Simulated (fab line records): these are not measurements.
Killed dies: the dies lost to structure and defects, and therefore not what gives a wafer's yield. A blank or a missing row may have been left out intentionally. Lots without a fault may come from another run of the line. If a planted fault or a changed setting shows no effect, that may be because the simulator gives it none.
fab line records -- flow sky130 -- part 2 of 2: steps 26 to 38 of 38
[record] lots = 5, wafers = 15, last-day = 49
route steps=708 shown RES_PROTECT@210 POLY_GATE@213 LDD_N@237
lots with no fault: from the same line, run without faults
start-h: hours from the record's first day to the start of the lot's first wafer shown -- wait-h: hours elapsed since this lot's preceding step -- " the same as in the row above -- L1.1+2: several wafers, shown together as one row -- - no value, or no start given -- * or withheld: withheld -- < > ~ a bound
route shown NAME@n: NAME is a module with steps in the file, n the number in the route of the first one -- usual: mean/standard deviation of fault-free wafers -- same: alike in all rows -- chamber/n: place in a boat -- sites: each site's reading -- _std_site: their standard deviation -- _edge_site: the outer-site mean with the inner-site mean subtracted -- radius-mm: how far each site lies from the wafer's centre -- mask NAME#n: copy n -- behind: the last tool/chamber to shape the wafer -- hold: why the lot was held/for how many hours/how that ended -- device: the n, p or np transistor that did not switch -- end of line: the tests these same wafers got at the end of their route -- for a step that has no rows: nothing shown but its recipe -- killed: not the wafer's yield, but the dies lost to structure and defects at the first sort -- map: a wafer's dies, x killed, . not, _ none there
set.NAME: setting as actually run; set.NAME@STEP: the setting as run at that earlier step -- model.NAME: the simulator's own value behind a step, which no gauge read
certain route steps with their lots: each step a table, each wafer a row
services: from which hour (start-h, from the record's first day; less than 0 if before it) a tool's chamber was out of use, for how many hours, and why
[[steps]]
[step SKY_POLY_GATE_THK_MEAS_21]
[recipe] reads = SiO2_of_POLY_GATE_OXIDATION_20
[usual] POLY_GATE_OXIDATION_THK = 4.00/0.085
lot.wafer,tool,chamber,start-h,wait-h,POLY_GATE_OXIDATION_THK[nm]
L076.2,film-metro-02,-,389.19,0.0,4.11
L076.3,film-metro-02,-,389.19,0.0,4.00
L076.5,film-metro-02,-,389.19,0.0,4.02
L080.1,film-metro-03,-,423.73,0.0,4.03
L080.3,film-metro-03,-,423.73,0.0,4.10
L080.4,film-metro-03,-,423.73,0.0,4.00
L084.3,film-metro-02,-,465.83,0.0,4.01
L084.4,film-metro-02,-,465.83,0.0,4.02
L084.5,film-metro-02,-,465.83,0.0,4.09
L088.2,film-metro-03,-,501.67,0.0,3.94
L088.5,film-metro-03,-,501.67,0.0,3.90
L088.6,film-metro-03,-,501.67,0.0,3.92
L092.1,film-metro-01,-,528.72,0.0,3.75
L092.3,film-metro-01,-,528.72,0.0,3.80
L092.5,film-metro-01,-,528.72,0.0,3.79
[step SKY_POLY_GATE_CD_MEAS_22]
[usual] cd-nm = 149.9/2.6
lot.wafer,tool,chamber,start-h,wait-h,cd-nm
L076.2,cd-sem-02,-,389.27,0.1,148.8
L076.3,cd-sem-02,-,389.27,0.1,150.6
L076.5,cd-sem-02,-,389.27,0.1,151.7
L080.1,cd-sem-02,-,423.79,0.1,149.8
L080.3,cd-sem-02,-,423.79,0.1,150.6
L080.4,cd-sem-02,-,423.79,0.1,155.7
L084.3,cd-sem-01,-,465.92,0.1,154.9
L084.4,cd-sem-01,-,465.92,0.1,152.8
L084.5,cd-sem-01,-,465.92,0.1,153.6
L088.2,cd-sem-02,-,501.75,0.1,151.8
L088.5,cd-sem-02,-,501.75,0.1,149.8
L088.6,cd-sem-02,-,501.75,0.1,147.3
L092.1,cd-sem-01,-,528.78,0.1,150.4
L092.3,cd-sem-01,-,528.78,0.1,149.9
L092.5,cd-sem-01,-,528.78,0.1,149.9
[step SKY_LDD_N_DEHYDRATE_00]
[recipe] temp-c = 200, time-s = 60
[usual] plate-temp-C = 200.02/0.15
lot.wafer,tool,chamber,start-h,wait-h,plate-temp-C
L076.2,litho-track-01,0,403.32,14.0,200.17
L076.3,litho-track-01,0,403.32,14.0,199.63
L076.5,litho-track-01,0,403.32,14.0,199.87
L080.1,litho-track-01,0,438.44,14.6,200.05
L080.3,litho-track-01,0,438.44,14.6,200.22
L080.4,litho-track-01,0,438.44,14.6,199.99
L084.3,litho-track-02,0,480.78,14.8,199.89
L084.4,litho-track-02,0,480.78,14.8,200.09
L084.5,litho-track-02,0,480.78,14.8,200.00
L088.2,litho-track-02,0,515.16,13.4,200.33
L088.5,litho-track-02,0,515.16,13.4,200.11
L088.6,litho-track-02,0,515.16,13.4,200.29
L092.1,litho-track-03,0,542.60,13.8,200.05
L092.3,litho-track-03,0,542.60,13.8,200.02
L092.5,litho-track-03,0,542.60,13.8,199.99
[step SKY_LDD_N_HMDS_01]
[recipe] prime-time-s = 60, prime-temp-c = 120
lot.wafer,tool,chamber,start-h,wait-h
L076.2+3+5,litho-track-01,0,403.47,0.1
L080.1+3+4,litho-track-01,0,438.59,0.1
L084.3+4+5,litho-track-02,0,480.93,0.1
L088.2+5+6,litho-track-02,0,515.31,0.1
L092.1+3+5,litho-track-03,0,542.75,0.1
[step SKY_LDD_N_COAT_02]
[recipe] resist = NOVOLAK, spin-rpm = 3000, resist-thk-nm = 300
lot.wafer,tool,chamber,start-h,wait-h
L076.2+3+5,litho-track-01,0,403.62,0.1
L080.1+3+4,litho-track-01,0,438.74,0.1
L084.3+4+5,litho-track-02,0,481.08,0.1
L088.2+5+6,litho-track-02,0,515.46,0.1
L092.1+3+5,litho-track-03,0,542.90,0.1
[step SKY_LDD_N_SOFTBAKE_03]
[recipe] temp-c = 90, time-s = 60, resist = NOVOLAK
[usual] plate-temp-C = 89.98/0.12
lot.wafer,tool,chamber,start-h,wait-h,plate-temp-C
L076.2,litho-track-01,0,403.77,0.1,89.78
L076.3,litho-track-01,0,403.77,0.1,89.87
L076.5,litho-track-01,0,403.77,0.1,90.00
L080.1,litho-track-01,0,438.89,0.1,89.99
L080.3,litho-track-01,0,438.89,0.1,89.87
L080.4,litho-track-01,0,438.89,0.1,89.97
L084.3,litho-track-02,0,481.23,0.1,89.94
L084.4,litho-track-02,0,481.23,0.1,90.21
L084.5,litho-track-02,0,481.23,0.1,90.25
L088.2,litho-track-02,0,515.61,0.1,90.00
L088.5,litho-track-02,0,515.61,0.1,90.02
L088.6,litho-track-02,0,515.61,0.1,89.91
L092.1,litho-track-03,0,543.05,0.1,89.89
L092.3,litho-track-03,0,543.05,0.1,89.93
L092.5,litho-track-03,0,543.05,0.1,89.97
[step SKY_LDD_N_EXPOSE_04]
[recipe] mask-id = NTM, target-cd-nm = 840, na = 0.6, source-shape = conventional, sigma-outer = 0.6, dose-mj = 110
[same] sigma-outer = 0.6
lot.wafer,tool,chamber,start-h,wait-h,mask
L076.2+3+5,iline-stepper-02,0,-,-,NTM#0
L080.1+3+4,iline-stepper-02,0,-,-,NTM#0
L084.3+4+5,iline-stepper-01,0,-,-,NTM#0
L088.2+5+6,iline-stepper-01,0,-,-,NTM#0
L092.1+3+5,iline-stepper-02,0,-,-,NTM#0
[step SKY_LDD_N_PEB_05]
[recipe] temp-c = withheld, time-s = *, resist = NOVOLAK
lot.wafer,tool,chamber,start-h,wait-h
L076.2+3+5,litho-track-01,0,-,-
L080.1+3+4,litho-track-03,0,-,-
L084.3+4+5,litho-track-01,0,-,-
L088.2+5+6,litho-track-01,0,-,-
L092.1+3+5,litho-track-01,0,-,-
[step SKY_LDD_N_DEVELOP_06]
[recipe] develop-time-s = 60, dev-temp-c = 23
[usual] developer-temp-C = 23.03/0.11
lot.wafer,tool,chamber,start-h,wait-h,developer-temp-C
L076.2,litho-track-01,0,418.12,0.1,22.91
L076.3,litho-track-01,0,418.12,0.1,23.04
L076.5,litho-track-01,0,418.12,0.1,23.16
L080.1,litho-track-03,0,454.15,0.1,23.19
L080.3,litho-track-03,0,454.15,0.1,23.00
L080.4,litho-track-03,0,454.15,0.1,23.03
L084.3,litho-track-01,0,497.39,0.1,22.97
L084.4,litho-track-01,0,497.39,0.1,23.00
L084.5,litho-track-01,0,497.39,0.1,22.94
L088.2,litho-track-01,0,530.32,0.1,23.01
L088.5,litho-track-01,0,530.32,0.1,23.20
L088.6,litho-track-01,0,530.32,0.1,23.11
L092.1,litho-track-01,0,559.24,0.1,22.94
L092.3,litho-track-01,0,559.24,0.1,22.94
L092.5,litho-track-01,0,559.24,0.1,22.95
[step SKY_LDD_N_OVL_MEAS_07]
[usual] LDD_N_OVL = 1.2/1.5
lot.wafer,tool,chamber,start-h,wait-h,LDD_N_OVL[nm]
L076.2,overlay-02,-,418.25,0.1,3.8
L076.3,overlay-02,-,418.25,0.1,1.7
L076.5,overlay-02,-,418.25,0.1,0.9
L080.1,overlay-02,-,454.30,0.1,-1.1
L080.3,overlay-02,-,454.30,0.1,-0.5
L080.4,overlay-02,-,454.30,0.1,2.0
L084.3,overlay-01,-,497.50,0.1,1.4
L084.4,overlay-01,-,497.50,0.1,1.2
L084.5,overlay-01,-,497.50,0.1,0.7
L088.2,overlay-01,-,530.45,0.1,0.2
L088.5,overlay-01,-,530.45,0.1,-1.2
L088.6,overlay-01,-,530.45,0.1,0.3
L092.1,overlay-02,-,559.39,0.1,1.4
L092.3,overlay-02,-,559.39,0.1,0.6
L092.5,overlay-02,-,559.39,0.1,-0.7
[step SKY_LDD_N_IMPLANT_08]
[recipe] species = As, energy-kev = 20, dose-cm2 = 7.5e+13, tilt-deg = withheld, rotation-deg = 23
lot.wafer,tool,chamber,start-h,wait-h
L076.2+3+5,implanter-03,0,418.30,0.0
L080.1+3+4,implanter-01,0,454.34,0.0
L084.3+4+5,implanter-02,0,497.58,0.1
L088.2+5+6,implanter-03,0,530.50,0.0
L092.1+3+5,implanter-03,0,559.43,0.0
[step SKY_LDD_N_IMPLANT_09]
[recipe] species = As, energy-kev = 20, dose-cm2 = 7.5e+13, tilt-deg = withheld, rotation-deg = 113
lot.wafer,tool,chamber,start-h,wait-h
L076.2+3+5,implanter-03,0,418.45,0.1
L080.1+3+4,implanter-01,0,454.49,0.1
L084.3+4+5,implanter-02,0,497.73,0.1
L088.2+5+6,implanter-03,0,530.65,0.1
L092.1+3+5,implanter-03,0,559.58,0.1
[step SKY_LDD_N_IMPLANT_10]
[recipe] species = As, energy-kev = 20, dose-cm2 = 7.5e+13, tilt-deg = withheld, rotation-deg = 203
lot.wafer,tool,chamber,start-h,wait-h
L076.2+3+5,implanter-03,0,418.60,0.1
L080.1+3+4,implanter-01,0,454.64,0.1
L084.3+4+5,implanter-02,0,497.88,0.1
L088.2+5+6,implanter-03,0,530.80,0.1
L092.1+3+5,implanter-03,0,559.73,0.1
[[services]]
tool,chamber,start-h,hours,kind
krf-scanner-01,-,366.66,1.3,pm
rie-si-02,0,370.27,2.7,repair
rie-si-02,0,385.06,5.2,repair
implanter-02,-,405.07,4.2,pm
rie-diel-04,0,408.14,15.7,repair
implanter-03,-,413.75,2.7,repair
iline-stepper-01,-,423.94,1.7,pm
krf-scanner-01,-,441.09,1.0,pm
krf-scanner-01,-,442.34,0.8,pm
rie-diel-04,0,445.10,16.5,repair
rie-diel-04,2,448.81,2.5,repair
rie-si-02,-,454.30,0.2,repair
implanter-01,-,472.03,17.6,repair
implanter-02,-,484.72,1.4,repair
implanter-03,-,484.74,2.4,repair
furnace-01,-,485.13,3.1,pm
rie-diel-04,1,485.35,2.8,repair
implanter-01,-,489.68,2.2,pm
iline-stepper-02,-,502.34,1.7,pm
krf-scanner-01,-,509.76,0.9,repair
rie-si-02,3,512.69,1.8,repair
implanter-01,-,520.50,3.8,repair
krf-scanner-01,-,539.68,1.3,pm
furnace-01,-,549.57,2.6,pm
